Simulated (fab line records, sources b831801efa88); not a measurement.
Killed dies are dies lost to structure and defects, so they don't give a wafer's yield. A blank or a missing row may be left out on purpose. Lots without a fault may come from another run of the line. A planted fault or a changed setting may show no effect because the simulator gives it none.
fab line records | flow sky130 | part 1 of 2: steps 1 to 22 of 32
record lots=5 wafers=15 last_day=50
route steps=708 shown METAL4@630 VIA4@639 METAL5@661
lots that met no fault: from a run of the same line without faults
start_h: hours from the record's first day to the start of the lot's first wafer shown | wait_h: hours since the lot's step before | " the same as in the row above | L1.1+2: a row that stands for several wafers | - no value, or no start given | * or withheld: withheld | < > ~ a bound
route shown NAME@n: a module of which the file shows steps, and the number in the route of the first | usual: mean/standard deviation of fault-free wafers | same: alike in all rows | chamber/n: place in a boat | sites: the reading at each site | _std_site: their standard deviation | _edge_site: outer sites' mean less inner sites' | radius_mm: how far each site lies from the wafer's centre | mask NAME#n: copy n | behind: the tool/chamber that last shaped the wafer | hold: why the lot was held/for how many hours/how that ended | device: the transistor (n, p or np) that didn't switch | end of line: the same wafers' tests at the end of the route | a step without rows: its recipe alone | killed: dies lost to structure and defects at the first sort, not the wafer's yield | map: a wafer's dies, x killed, . not, _ none there
set.NAME: the setting as run; set.NAME@STEP: as run at that earlier step | model.NAME: the simulator's own value behind a step, which no gauge read
lots at some steps of the route; a table a step, a row a wafer
services: from which hour (start_h, from the record's first day; less than 0 if before it) a tool's chamber was out of use, for how many hours, and why
## steps
# step SKY_METAL4_OVL_MEAS_14
# usual METAL4_OVL=2/5.5
# columns lot.wafer tool chamber start_h wait_h METAL4_OVL[nm]
L079.2 overlay-01 - 1011.84 0.1 2
L079.3 " - " " 3
L079.4 " - " " -2
L082.1 overlay-02 - 1032.83 0.1 12
L082.2 " - " " 14
L082.5 " - " " 12
L084.4 overlay-02 - 1037.65 0.1 0
L084.5 " - " " 3
L084.6 " - " " 6
L092.3 overlay-02 - 1096.61 0.1 -3
L092.4 " - " " -2
L092.5 " - " " -2
L097.1 overlay-01 - 1122.05 0.1 3
L097.3 " - " " 5
L097.6 " - " " -4
# step SKY_METAL4_DESCUM_15
# recipe chemistry=O2 source_power_w=150 bias_power_w=0 pressure_mtorr=10 temp_c=40 time_s=8
# usual drypump_motor_current_A=5.9/0.34 he_backside_leak_sccm=3.23/0.26 oes_product_au=0.996/0.0083
# columns lot.wafer tool chamber start_h wait_h drypump_motor_current_A he_backside_leak_sccm oes_product_au rf_hours_counter_h
L079.2 rie_metal-01 0 1011.87 0.0 5.9 3.17 1.001 4
L079.3 " 0 " " 5.9 3.27 0.992 -
L079.4 " 1 " " 6.3 3.22 1.001 -
L082.1 rie_metal-01 0 1032.87 0.0 5.9 3.11 0.994 5
L082.2 " 1 " " 6.3 3.19 0.988 19
L082.5 " 0 " " 6.0 2.97 1.003 -
L084.4 rie_metal-04 1 1037.68 0.0 5.6 3.10 1.002 -
L084.5 " 0 " " 5.3 3.37 1.002 -
L084.6 " 1 " " 5.6 3.21 0.982 -
L092.3 rie_metal-02 1 1096.66 0.0 6.1 3.13 1.009 -
L092.4 " 1 " " 6.1 3.23 1.015 -
L092.5 " 1 " " 6.1 3.24 1.005 -
L097.1 rie_metal-04 0 1122.08 0.0 5.3 3.37 1.005 24
L097.3 " 1 " " 5.6 3.19 1.000 -
L097.6 " 0 " " 5.3 3.40 0.990 -
# step SKY_METAL4_ETCH_16
# recipe chemistry=N2/H2 target=BARC ion_energy_ev=200 bias_w=100 pressure_mtorr=30 n2_flow_sccm=100 h2_flow_sccm=200 icp_w=500 stop_on=SiO2 time_s=88.2 target_depth_a=600
# usual drypump_motor_current_A=5.9/0.34 he_backside_leak_sccm=3.21/0.16 n2_flow_sccm=99.98/0.26 oes_product_au=0.626/0.005 throttle_valve_pct=13.204/0.0088
# columns lot.wafer tool chamber start_h wait_h drypump_motor_current_A he_backside_leak_sccm n2_flow_sccm oes_product_au rf_hours_counter_h throttle_valve_pct
L079.2 rie_metal-01 0 1011.90 0.0 5.9 3.22 99.95 0.628 4 13.199
L079.3 " 0 " " 6.0 3.14 100.00 0.630 - 13.206
L079.4 " 1 " " 6.3 3.07 100.02 0.621 - 13.210
L082.1 rie_metal-01 0 1032.90 0.0 5.9 3.00 100.09 0.628 5 13.193
L082.2 " 1 " " 6.3 3.20 100.32 0.621 19 13.211
L082.5 " 0 " " 6.0 2.90 99.56 0.631 - 13.185
L084.4 rie_metal-04 1 1037.74 0.0 5.6 3.43 99.78 0.623 - 13.187
L084.5 " 0 " " 5.3 3.25 99.80 0.628 - 13.191
L084.6 " 1 " " 5.6 3.33 99.33 0.629 - 13.191
L092.3 rie_metal-02 1 1096.76 0.1 6.2 3.10 100.13 0.625 - 13.199
L092.4 " 1 " " 6.1 3.32 100.42 0.627 - 13.201
L092.5 " 1 " " 6.1 2.96 100.57 0.627 - 13.201
L097.1 rie_metal-04 0 1122.12 0.0 5.3 3.36 100.23 0.626 24 13.213
L097.3 " 1 " " 5.6 3.46 100.17 0.623 - 13.203
L097.6 " 0 " " 5.3 3.23 100.16 0.641 - 13.209
# step SKY_METAL4_ETCH_17
# recipe target=SiO2 stop_on=TiN chemistry=C4F8/O2/Ar source_w=1500 bias_w=1200 pressure_mtorr=40 c4f8_flow_sccm=withheld O2_flow_sccm=6 Ar_flow_sccm=300 time_s=3.9 target_depth_a=150
# usual oes_product_au=0.754/0.0067
# columns lot.wafer tool chamber start_h wait_h oes_product_au rf_hours_counter_h
L079.2 rie_diel-03 2 1012.00 0.1 0.748 15
L079.3 " 3 " " 0.755 27
L079.4 " 1 " " 0.755 1
L082.1 rie_diel-04 2 1033.00 0.1 0.752 20
L082.2 " 3 " " 0.742 16
L082.5 " 0 " " 0.755 -
L084.4 rie_diel-02 3 1037.80 0.0 0.750 9
L084.5 " 3 " " 0.760 -
L084.6 " 2 " " 0.754 -
L092.3 rie_diel-02 3 1096.90 0.1 0.759 10
L092.4 " 0 " " 0.757 7
L092.5 " 1 " " 0.760 -
L097.1 rie_diel-02 0 1122.22 0.1 0.761 8
L097.3 " 2 " " 0.752 15
L097.6 " 2 " " 0.754 -
# step SKY_METAL4_METAL_ETCH_18
# recipe target_depth_a=8450 stop_on=SiO2 over_etch_frac=0.3 time_s=183.1 chemistry=Cl2/BCl3 resist_sidewall_deg=88 pressure_mtorr=10 icp_w=900 bias_w=48.5 Cl2_flow_sccm=60 bcl3_flow_sccm=30
# usual drypump_motor_current_A=5.9/0.33 he_backside_leak_sccm=3.26/0.24 oes_product_au=0.867/0.0063 throttle_valve_pct=22.265/0.0084
# columns lot.wafer tool chamber start_h wait_h drypump_motor_current_A he_backside_leak_sccm oes_product_au rf_hours_counter_h throttle_valve_pct
L079.2 rie_metal-02 1 1012.01 0.0 6.1 3.26 0.876 14 22.251
L079.3 " 0 " " 6.2 3.49 0.873 - 22.256
L079.4 " 1 " " 6.1 3.25 0.872 - 22.256
L082.1 rie_metal-02 1 1033.01 0.0 6.1 3.32 0.858 15 22.269
L082.2 " 0 " " 6.2 3.49 0.867 13 22.259
L082.5 " 0 " " 6.2 3.40 0.865 - 22.254
L084.4 rie_metal-02 1 1037.88 0.1 6.1 3.11 0.863 - 22.266
L084.5 " 0 " " 6.2 3.32 0.862 - 22.264
L084.6 " 1 " " 6.1 3.13 0.873 - 22.269
L092.3 rie_metal-04 1 1096.97 0.1 5.6 3.24 0.864 - 22.256
L092.4 " 0 " " 5.4 3.27 0.874 - 22.257
L092.5 " 0 " " 5.3 3.11 0.871 - 22.277
L097.1 rie_metal-02 1 1122.23 0.0 6.1 3.22 0.862 18 22.272
L097.3 " 0 " " 6.2 3.70 0.859 - 22.268
L097.6 " 0 " " 6.2 3.24 0.859 - 22.255
# step SKY_METAL4_STRIP_19
# recipe chemistry=O2/N2 power_w=1400 pressure_mtorr=1500 platen_temp_c=withheld o2_flow_sccm=3000 n2_flow_sccm=300 overash_fraction=0.5
# usual drypump_motor_current_A=5.19/0.23 n2_flow_sccm=299.9/0.82 oes_product_au=0.503/0.0052 strip_time_to_endpoint_s=6.58/0.057
# columns lot.wafer tool chamber start_h wait_h drypump_motor_current_A n2_flow_sccm oes_product_au rf_hours_counter_h strip_time_to_endpoint_s
L079.2 plasma_asher-04 0 1012.19 0.1 5.13 300.4 0.496 84 6.47
L079.3 " 1 " " 5.35 300.4 0.502 - 6.50
L079.4 " 0 " " 5.12 300.2 0.496 - 6.46
L082.1 plasma_asher-01 1 1033.19 0.1 5.04 298.4 0.501 62 6.51
L082.2 " 0 " " 5.06 299.7 0.498 62 6.60
L082.5 " 1 " " 5.04 299.9 0.510 - 6.60
L084.4 plasma_asher-02 0 1038.03 0.1 4.93 300.6 0.510 - 6.57
L084.5 " 1 " " 5.67 299.2 0.506 - 6.72
L084.6 " 0 " " 4.92 300.0 0.502 - 6.55
L092.3 plasma_asher-02 1 1097.12 0.1 5.66 300.2 0.511 - 6.65
L092.4 " 0 " " 4.93 300.3 0.498 - 6.63
L092.5 " 1 " " 5.67 298.3 0.501 - 6.56
L097.1 plasma_asher-02 0 1122.41 0.1 4.93 299.2 0.500 5 6.51
L097.3 " 0 " " 4.95 300.4 0.505 - 6.54
L097.6 " 1 " " 5.68 299.5 0.509 - 6.61
# step SKY_METAL4_STRIP_20
# recipe chemistry=post_etch_residue_remover time_s=1200 temp_c=72.5
# usual bath_heat_duty_pct=14.2/1.9
# columns lot.wafer tool chamber start_h wait_h bath_heat_duty_pct
L079.2 wet_bench-03 0 1012.29 0.1 14.0
L079.3 " 0 " " 12.7
L079.4 " 0 " " 12.5
L082.1 wet_bench-03 2 1033.29 0.1 13.1
L082.2 " 2 " " 13.4
L082.5 " 2 " " 13.9
L084.4 wet_bench-02 0 1038.10 0.0 17.0
L084.5 " 0 " " 18.0
L084.6 " 0 " " 16.4
L092.3 wet_bench-02 1 1097.19 0.0 14.4
L092.4 " 1 " " 14.3
L092.5 " 1 " " 13.3
L097.1 wet_bench-01 2 1122.51 0.1 15.0
L097.3 " 2 " " 16.5
L097.6 " 2 " " 14.8
# step SKY_METAL4_CLEAN_21
# recipe chemistry=IPA time_s=180 temp_c=25
# usual bath_heat_duty_pct=6.2/0.86
# columns lot.wafer tool chamber start_h wait_h bath_heat_duty_pct
L079.2 wet_bench-01 1 1012.63 0.0 5.3
L079.3 " 1 " " 6.0
L079.4 " 1 " " 4.7
L082.1 wet_bench-03 2 1033.63 0.0 5.3
L082.2 " 2 " " 5.5
L082.5 " 2 " " 5.3
L084.4 wet_bench-03 3 1038.84 0.0 5.3
L084.5 " 3 " " 6.2
L084.6 " 3 " " 6.1
L092.3 wet_bench-01 3 1097.53 0.0 6.0
L092.4 " 3 " " 6.8
L092.5 " 3 " " 5.7
L097.1 wet_bench-02 1 1122.85 0.0 7.3
L097.3 " 1 " " 6.2
L097.6 " 1 " " 6.0
# step SKY_METAL4_CLEAN_22
# recipe chemistry=O3/DIW dry=n2_spin
# columns lot.wafer tool chamber start_h wait_h
L079.2+3+4 wet_bench-03 2 1012.69 0.0
L082.1+2+5 wet_bench-03 1 1033.69 0.0
L084.4+5+6 wet_bench-01 3 1038.96 0.0
L092.3+4+5 wet_bench-01 2 1097.60 0.0
L097.1+3+6 wet_bench-01 0 1122.91 0.0
# step SKY_VIA4_HDPCVD_00
# recipe material=SiO2 target_thk_nm=1750 sigma_open_frac=0.3 time_s=291.7 temp_c=400 sih4_flow_sccm=60 pressure_mtorr=6
# columns lot.wafer tool chamber start_h wait_h
L079.2+3+4 hdpcvd-01 0,1,2 1012.78 0.0
L082.1+2+5 hdpcvd-02 2,1,0 1033.78 0.0
L084.4+5+6 hdpcvd-02 1,0,2 1039.14 0.1
L092.3+4+5 hdpcvd-01 2,0,2 1097.70 0.0
L097.1+3+6 hdpcvd-02 0,1,1 1123.00 0.0
# step SKY_VIA4_THK_MEAS_01
# recipe reads=SiO2_of_VIA4_HDPCVD_00
# usual VIA4_HDPCVD_THK=1747/18
# columns lot.wafer tool chamber start_h wait_h VIA4_HDPCVD_THK[nm]
L079.2 film_metro-04 - 1012.97 0.1 1728
L079.3 " - " " 1713
L079.4 " - " " 1728
L082.1 film_metro-01 - 1033.96 0.1 1781
L082.2 " - " " 1724
L082.5 " - " " 1741
L084.4 film_metro-04 - 1039.26 0.0 1768
L084.5 " - " " 1739
L084.6 " - " " 1755
L092.3 film_metro-03 - 1097.90 0.1 1730
L092.4 " - " " 1731
L092.5 " - " " 1747
L097.1 film_metro-01 - 1123.18 0.1 1742
L097.3 " - " " 1747
L097.6 " - " " 1732
# step SKY_VIA4_CMP_02
# recipe material=SiO2 down_force_psi=4 platen_rpm=60 pad_velocity_m_s=0.94248
# usual motor_current_A=11.3/0.68
# columns lot.wafer tool chamber start_h wait_h motor_current_A
L079.4 cmp-01 2 1013.02 0.0 10.8
L079.2 " 0 " " 12.4
L079.3 " 1 " " 10.5
L082.2 cmp-02 1 1034.08 0.1 10.9
L082.1 " 2 " " 11.8
L082.5 " 1 " " 11.2
L084.4 cmp-02 3 1039.45 0.2 11.3
L084.5 " 0 " " 10.6
L084.6 " 1 " " 11.5
L092.3 cmp-01 0 1097.94 0.0 11.2
L092.4 " 2 " " 11.8
L092.5 " 0 " " 12.6
L097.3 cmp-01 2 1123.24 0.0 11.5
L097.1 " 3 " " 12.2
L097.6 " 3 " " 11.6
# step SKY_VIA4_BOW_MEAS_03
# recipe mode=bow
# usual VIA4_BOW=78/7.9
# columns lot.wafer tool chamber start_h wait_h VIA4_BOW[um]
L079.2 film_metro-03 - 1013.34 0.2 87
L079.3 " - " " 78
L079.4 " - " " 90
L082.1 film_metro-01 - 1034.35 0.2 85
L082.2 " - " " 82
L082.5 " - " " 83
L084.4 film_metro-01 - 1039.67 0.2 83
L084.5 " - " " 68
L084.6 " - " " 87
L092.3 film_metro-01 - 1098.28 0.3 72
L092.4 " - " " 70
L092.5 " - " " 81
L097.1 film_metro-04 - 1123.54 0.2 80
L097.3 " - " " 85
L097.6 " - " " 86
# step SKY_VIA4_DEHYDRATE_04
# recipe temp_c=200 time_s=60
# usual plate_temp_C=200.03/0.15 resist_line_temp_C=23.03/0.11
# columns lot.wafer tool chamber start_h wait_h plate_temp_C resist_line_temp_C
L079.2 litho_track-03 0 1024.59 11.2 200.03 22.91
L079.3 " 0 " " 200.12 23.02
L079.4 " 0 " " 200.03 23.03
L082.1 litho_track-04 0 1045.41 11.0 199.95 23.29
L082.2 " 0 " " 200.09 23.07
L082.5 " 0 " " 200.10 23.02
L084.4 litho_track-01 0 1050.55 10.9 200.08 22.85
L084.5 " 0 " " 200.15 22.78
L084.6 " 0 " " 200.07 22.75
L092.3 litho_track-04 0 1107.91 9.6 200.13 22.94
L092.4 " 0 " " 200.25 23.09
L092.5 " 0 " " 200.21 23.01
L097.1 litho_track-03 0 1132.72 9.2 200.01 22.88
L097.3 " 0 " " 199.94 23.01
L097.6 " 0 " " 200.08 23.08
# step SKY_VIA4_HMDS_05
# recipe prime_time_s=60 prime_temp_c=120
# usual resist_line_temp_C=23.01/0.1
# columns lot.wafer tool chamber start_h wait_h resist_line_temp_C
L079.2 litho_track-03 0 1024.74 0.1 23.10
L079.3 " 0 " " 23.10
L079.4 " 0 " " 23.09
L082.1 litho_track-04 0 1045.56 0.1 23.14
L082.2 " 0 " " 23.14
L082.5 " 0 " " 23.15
L084.4 litho_track-01 0 1050.70 0.1 23.08
L084.5 " 0 " " 22.98
L084.6 " 0 " " 23.07
L092.3 litho_track-04 0 1108.06 0.1 23.05
L092.4 " 0 " " 23.10
L092.5 " 0 " " 23.08
L097.1 litho_track-03 0 1132.87 0.1 22.87
L097.3 " 0 " " 22.81
L097.6 " 0 " " 22.89
# step SKY_VIA4_COAT_06
# recipe resist=NOVOLAK spin_rpm=3000 resist_thk_nm=1140
# usual resist_line_temp_C=23.00/0.1
# columns lot.wafer tool chamber start_h wait_h resist_line_temp_C
L079.2 litho_track-03 0 1024.89 0.1 22.94
L079.3 " 0 " " 22.95
L079.4 " 0 " " 22.98
L082.1 litho_track-04 0 1045.71 0.1 22.99
L082.2 " 0 " " 23.15
L082.5 " 0 " " 23.12
L084.4 litho_track-01 0 1050.85 0.1 22.96
L084.5 " 0 " " 23.08
L084.6 " 0 " " 22.91
L092.3 litho_track-04 0 1108.21 0.1 22.79
L092.4 " 0 " " 22.86
L092.5 " 0 " " 22.87
L097.1 litho_track-03 0 1133.02 0.1 22.91
L097.3 " 0 " " 22.90
L097.6 " 0 " " 23.09
# step SKY_VIA4_SOFTBAKE_07
# recipe temp_c=90 time_s=60 resist=NOVOLAK
# usual plate_temp_C=90.01/0.13 resist_line_temp_C=23.05/0.1
# columns lot.wafer tool chamber start_h wait_h plate_temp_C resist_line_temp_C
L079.2 litho_track-03 0 1025.04 0.1 90.04 23.06
L079.3 " 0 " " 90.12 23.05
L079.4 " 0 " " 90.50 22.97
L082.1 litho_track-04 0 1045.86 0.1 89.73 23.08
L082.2 " 0 " " 89.83 23.10
L082.5 " 0 " " 89.76 23.00
L084.4 litho_track-01 0 1051.00 0.1 89.91 23.22
L084.5 " 0 " " 90.05 23.32
L084.6 " 0 " " 90.08 23.14
L092.3 litho_track-04 0 1108.36 0.1 90.22 23.12
L092.4 " 0 " " 90.03 22.87
L092.5 " 0 " " 90.11 22.92
L097.1 litho_track-03 0 1133.17 0.1 90.02 23.24
L097.3 " 0 " " 89.99 23.21
L097.6 " 0 " " 89.92 23.30
# step SKY_VIA4_EXPOSE_08
# recipe mask_id=VIM4 na=0.6 source_shape=conventional sigma_outer=0.6 polarization=unpolarized target_cd_nm=800 dose_mj=132
# usual stage_vel_mm_s=500.03/0.23
# columns lot.wafer tool chamber start_h wait_h mask stage_vel_mm_s
L079.2 iline_stepper-01 0 - - VIM4#0 499.80
L079.3 " 0 " " VIM4#0 499.65
L079.4 " 0 " " VIM4#0 499.60
L082.1 iline_stepper-01 0 - - VIM4#0 500.34
L082.2 " 0 " " VIM4#0 500.14
L082.5 " 0 " " VIM4#0 499.91
L084.4 iline_stepper-02 0 - - VIM4#0 500.08
L084.5 " 0 " " VIM4#0 500.27
L084.6 " 0 " " VIM4#0 500.17
L092.3 iline_stepper-01 0 - - VIM4#0 500.22
L092.4 " 0 " " VIM4#0 500.12
L092.5 " 0 " " VIM4#0 500.45
L097.1 iline_stepper-02 0 - - VIM4#0 500.01
L097.3 " 0 " " VIM4#0 500.15
L097.6 " 0 " " VIM4#0 500.04
# step SKY_VIA4_PEB_09
# recipe temp_c=withheld time_s=* resist=NOVOLAK
# usual resist_line_temp_C=*
# columns lot.wafer tool chamber start_h wait_h resist_line_temp_C
L079.2 litho_track-01 0 - - *
L079.3 " 0 " " *
L079.4 " 0 " " *
L082.1 litho_track-04 0 - - *
L082.2 " 0 " " *
L082.5 " 0 " " *
L084.4 litho_track-04 0 - - *
L084.5 " 0 " " *
L084.6 " 0 " " *
L092.3 litho_track-04 0 - - *
L092.4 " 0 " " *
L092.5 " 0 " " *
L097.1 litho_track-01 0 - - *
L097.3 " 0 " " *
L097.6 " 0 " " *
# step SKY_VIA4_DEVELOP_10
# recipe resist=NOVOLAK developer=TMAH develop_time_s=60 dev_temp_c=23
# usual resist_line_temp_C=22.98/0.12
# columns lot.wafer tool chamber start_h wait_h resist_line_temp_C
L079.2 litho_track-01 0 1035.80 0.1 23.08
L079.3 " 0 " " 23.04
L079.4 " 0 " " 23.19
L082.1 litho_track-04 0 1056.71 0.1 23.16
L082.2 " 0 " " 22.91
L082.5 " 0 " " 23.10
L084.4 litho_track-04 0 1060.98 0.1 22.91
L084.5 " 0 " " 22.89
L084.6 " 0 " " 22.92
L092.3 litho_track-04 0 1118.36 0.1 23.04
L092.4 " 0 " " 22.98
L092.5 " 0 " " 22.96
L097.1 litho_track-01 0 1142.08 0.1 23.05
L097.3 " 0 " " 23.04
L097.6 " 0 " " 23.00
# step SKY_VIA4_OVL_MEAS_11
# usual VIA4_OVL=-0.4/1.4
# columns lot.wafer tool chamber start_h wait_h VIA4_OVL[nm]
L079.2 overlay-02 - 1035.93 0.1 -1.6
L079.3 " - " " -1.1
L079.4 " - " " -1.0
L082.1 overlay-01 - 1056.86 0.1 -2.3
L082.2 " - " " -0.8
L082.5 " - " " -0.8
L084.4 overlay-01 - 1061.08 0.1 0.2
L084.5 " - " " 1.0
L084.6 " - " " -0.9
L092.3 overlay-01 - 1118.47 0.1 -0.7
L092.4 " - " " -0.1
L092.5 " - " " 0.3
L097.1 overlay-01 - 1142.23 0.1 0.4
L097.3 " - " " 0.1
L097.6 " - " " 0.6
# step SKY_VIA4_ETCH_12
# recipe target=SiO2 chemistry=C4F8/O2/Ar stop_on=TiN mask_material=NOVOLAK source_w=1500 bias_w=1200 pressure_mtorr=40 c4f8_flow_sccm=withheld O2_flow_sccm=6 Ar_flow_sccm=300 time_s=withheld target_depth_a=5800
# usual oes_product_au=0.926/0.0046
# columns lot.wafer tool chamber start_h wait_h oes_product_au
L079.2 rie_diel-03 2 1035.96 0.0 0.929
L079.3 " 0 " " 0.924
L079.4 " 3 " " 0.923
L082.1 rie_diel-03 2 1056.90 0.0 0.924
L082.2 " 1 " " 0.925
L082.5 " 1 " " 0.928
L084.4 rie_diel-01 2 1061.10 0.0 0.929
L084.5 " 3 " " 0.927
L084.6 " 0 " " 0.924
L092.3 rie_diel-03 1 1118.50 0.0 0.918
L092.4 " 3 " " 0.922
L092.5 " 0 " " 0.925
L097.1 rie_diel-03 0 1142.27 0.0 0.924
L097.3 " 1 " " 0.929
L097.6 " 3 " " 0.926
